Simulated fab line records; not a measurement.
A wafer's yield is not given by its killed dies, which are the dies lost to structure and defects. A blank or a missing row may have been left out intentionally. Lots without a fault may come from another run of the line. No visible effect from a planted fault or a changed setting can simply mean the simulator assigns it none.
A struck lot beside a sound one + flow gf180mcu + 22 out of 602 route steps
Sound: these wafers, L419.3, L419.5, L419.6. Wafers L417.3, L417.4 were the ones struck. The cause is given at the end.
Order at every step that has rows: each side's tool, ch and its chambers, its first start. Under that, the readings that differ: sound wafers + struck wafers + difference of the means + sigmas: that difference in standard deviations of wafers without a fault.
alike: readings whose means differ by less than 2 such deviations, and words and numbers that are the same on both sides. not compared: withheld readings, readings that some wafer has no value for, bounds like >300 that may hide the same value, and numbers for which the record gives no deviation and whose values overlap.
The two part at a step that has a row with sigmas, a row that says differs or no value, or rows on one side only. Numbers that have no deviation but don't overlap get no sigmas and don't part them. A reading missing from all wafers of one side parts the sides only when that side holds two or more wafers.

GF_V3_RS_MEAS_24: measurement is done with a four-point probe.
  sound: filmMetro-03 at day 25 21:07; struck: filmMetro-03 at day 25 07:38
  alike: V3_W_RS
GF_V3_THK_MEAS_25: measures by xrf.
  sound: filmMetro-03 at day 25 21:13; struck: filmMetro-03 at day 25 07:44
  alike: V3_W_THK
GF_V3_CMP_26: polishes, stops on SiO2, t overpolish 15 s, target thk 0 nm.
  sound on cmp-02 ch 1,2,3, day 25 21:24; struck on cmp-01 ch 0,2, day 25 07:49
  alike: headPressurePsi, motorCurrentA, overpolishRunS, retainingRingPressureFrac, timeToEndpointS
GF_M4_SPUTTER_00: material Ti, target thk 37.5 nm, time 150 s.
  sound: pvdSputter-02 at day 25 21:33; struck: pvdSputter-01 at day 25 08:04
  alike: throttleValvePct
GF_M4_SPUTTER_01: material TiN, target thk 30 nm, time 25 s.
  sound: pvdSputter-02 at day 25 21:39; struck: pvdSputter-01 at day 25 08:10
  alike: throttleValvePct
then, 2 steps without rows for these wafers: GF_M4_SPUTTER_02 (material AlCu, target thk 450 nm, time 23.9 s); GF_M4_SPUTTER_03 (material Ti, target thk 10 nm, time 6.7 s).
GF_M4_SPUTTER_04: material TiN, target thk 50 nm, time 41.7 s.
  sound: pvdSputter-02 at day 25 21:44; struck: pvdSputter-01 at day 25 08:16
  alike: throttleValvePct
GF_M4_RS_MEAS_05: measurement is done with a four-point probe.
  sound: filmMetro-04 at day 25 21:49; struck: filmMetro-03 at day 25 08:20
  alike: M4_ALCU_RS
GF_M4_THK_MEAS_06: measures by xrf.
  sound: filmMetro-04 at day 25 21:55; struck: filmMetro-03 at day 25 08:26
  alike: M4_ALCU_THK
then, 2 steps without rows for these wafers: GF_M4_DEHYDRATE_07 (time 60 s); GF_M4_HMDS_08 (prime time 60 s).
GF_M4_COAT_09: resist thk 1000 nm.
  sound on lithoTrack-02 ch 0, day 26 08:05; struck on lithoTrack-03 ch 0, day 25 18:29
| reading                            | sound             | struck      | difference | sigmas |
|------------------------------------|-------------------|-------------|------------|--------|
| model.KrF_of_M4_COAT_09.thkNm (nm) | 998.6 998.4 998.9 | 989.8 987.3 | -10.1      |        |
then, 4 steps without rows for these wafers: GF_M4_SOFTBAKE_10 (time 60 s); GF_M4_EXPOSE_11 (exposes mask Metal4, target cd 280 nm); GF_M4_PEB_12 (peb time 90 s); GF_M4_DEVELOP_13 (develop time 60 s).
GF_M4_CD_MEAS_14 targets a cd of 280 nm.
  sound: cdSem-01 at day 26 18:50; struck: cdSem-01 at day 26 05:40
  alike: cdNm
GF_M4_OVL_MEAS_15:
  sound: overlay-01 at day 26 18:55; struck: overlay-01 at day 26 05:46
  alike: M4_OVL
GF_M4_METAL_ETCH_16: etches the open film in Cl2/BCl3, stops on SiO2, target depth 750.8 nm, time 125.1 s.
  sound on rieMetal-04 ch 0,1, day 26 18:59; struck on rieMetal-03 ch 0,1, day 26 05:50
| reading                            | sound             | struck      | difference | sigmas |
|------------------------------------|-------------------|-------------|------------|--------|
| model.KrF_of_M4_COAT_09.thkNm (nm) | 685.4 685.9 685.4 | 679.7 677.1 | -7.2       |        |
  alike: drypumpMotorCurrentA, oesProductAu, throttleValvePct
  not compared: rfHoursCounterH
GF_M4_STRIP_17: strips in O2/N2.
  sound on plasmaAsher-04 ch 0,1, day 26 19:07; struck on plasmaAsher-03 ch 0,1, day 26 05:57
  alike: drypumpMotorCurrentA, heaterPowerW, oesProductAu, stripTimeToEndpointS
  not compared: rfHoursCounterH
-- the record jumps here: 5 days lie between the struck wafers' starts before and after (it left off in module M4 and takes up again in module PASSIVATION, whose first step shown is number 602 of the route) --
GF_PASSIVATION_PROBE_99:
  the record has rows for the struck wafers here (prober-02, day 31 09:58) and none for the sound ones

== WHERE THEY PART ==
Only at GF_PASSIVATION_PROBE_99, as far as this record shows.

WHY: the cause the simulator had injected
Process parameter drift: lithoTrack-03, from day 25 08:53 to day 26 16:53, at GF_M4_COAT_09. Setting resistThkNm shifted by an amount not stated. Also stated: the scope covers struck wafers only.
